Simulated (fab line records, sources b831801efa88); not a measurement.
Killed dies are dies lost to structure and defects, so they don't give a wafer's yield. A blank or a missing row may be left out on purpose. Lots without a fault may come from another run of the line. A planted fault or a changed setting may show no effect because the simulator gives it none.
Chamber matching | flow sky130 | SKY_CAP2M_CVD_00 on pecvd-02: 3 sister chambers
The step deposits SiO2, target thk 15.5 nm. 3 wafers are shown with their chamber, then 7 later ones without.

WAFERS WITH THEIR CHAMBER
wafer  | chamber | heater_power_w (W)
L080.6 | 1       | 567
L086.1 | 2       | 632
L086.5 | 0       | 581

WAFERS WITHOUT THEIR CHAMBER
wafer  | heater_power_w (W)
L086.6 | 543
L088.3 | 543
L088.5 | 617
L088.6 | 547
L095.2 | 667
L095.3 | 552
L095.4 | 646

WHICH CHAMBER EACH WENT THROUGH
wafer  | from the rows above          | in truth
L086.6 | can't be placed: 1 or 0      | 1
L088.3 | can't be placed: 1 or 0      | 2
L088.5 | can't be placed: 2 or 0 or 1 | 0
L088.6 | can't be placed: 1 or 0      | 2
L095.2 | 2                            | 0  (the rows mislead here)
L095.3 | can't be placed: 1 or 0      | 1
L095.4 | 2                            | 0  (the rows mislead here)
Placed correctly: 0 of 7. Can't be placed from these rows: 5 (the true chamber is among the candidates in 3). Placed wrongly: 2.
How it was worked out, from the rows above alone: a wafer's distance from a chamber is the root of the sum, over the readings, of the square of ((its reading less the chamber's mean) divided by the reading's scatter). The wafer belongs to the nearest chamber; if the next one is less than 2 further off, it can't be placed. A chamber's mean is the mean of its shown wafers. The scatter: with one shown wafer a chamber, the root of the mean of the squares of how far each hidden wafer lies from its nearest shown one.
